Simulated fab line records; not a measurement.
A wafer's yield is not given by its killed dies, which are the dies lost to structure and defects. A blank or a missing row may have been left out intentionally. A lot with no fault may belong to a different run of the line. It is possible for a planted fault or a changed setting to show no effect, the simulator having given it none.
One fault through the eyes of 2 desks -- flow gf180mcu -- only its own numbers are on each desk; what lay behind them is given at the end

TOOL OWNER'S DESK, cmp-01
The tool's own readings at GF_V4_CMP_04 (polishes SiO2): means of the sampled wafers that have a number, for each lot that ran on this tool. The brackets show how far a lot's mean lies from the usual mean; more than 4 standard deviations puts the lot out of limits, marked OUT.
Columns: A = motor_current_A at GF_V4_CMP_04, usual 12.4 A; B = retaining_ring_pressure_frac at GF_V4_CMP_04, usual 0.999; C = time_to_endpoint_s at GF_V4_CMP_04, usual 81 s
lot,first seen here,A,B,C
L919,day 24 02:31,12.5,0.998,82
L922,day 24 14:35,12.9,1.000,82
L923,day 24 20:05,13.3,0.994,84
L924,day 25 16:09,12.4,1.001,85
L927,day 26 05:28,12.3,1.000,87
L929,day 27 08:59,12.8,0.999,98
L938,day 29 18:59,13.3,0.997,80
L939,day 30 01:14,11.8,0.997,74
L941,day 30 09:25,13.0,0.997,73
L942,day 30 15:20,12.4,0.999,81
This desk's finding: nothing out of limits on any of the 10 lots.

FROM THE METROLOGY DESK
Means of the sampled wafers that have a number, per lot and without regard to the tool the lot ran on: this is what the gauges read. The brackets show how far a lot's mean lies from the usual mean; more than 4 standard deviations puts the lot out of limits, marked OUT.
Columns: A = M4_ALCU_THK at GF_M4_THK_MEAS_06, usual 458 nm
lot,first seen here,A
L919,day 23 03:28,456
L922,day 23 15:47,451
L923,day 23 20:21,458
L924,day 24 17:38,454
L925,day 25 04:16,462
L927,day 25 07:10,461
L929,day 26 11:26,465
L938,day 28 22:28,465
L939,day 29 05:09,451
L940,day 29 09:34,451
L941,day 29 14:03,454
L942,day 29 20:14,461
This desk's finding: nothing out of limits on any of the 12 lots.

PUT TOGETHER
The tool owner's desk saw nothing out of limits.
The metrology desk saw nothing out of limits.

WHAT THE SIMULATOR PUT IN
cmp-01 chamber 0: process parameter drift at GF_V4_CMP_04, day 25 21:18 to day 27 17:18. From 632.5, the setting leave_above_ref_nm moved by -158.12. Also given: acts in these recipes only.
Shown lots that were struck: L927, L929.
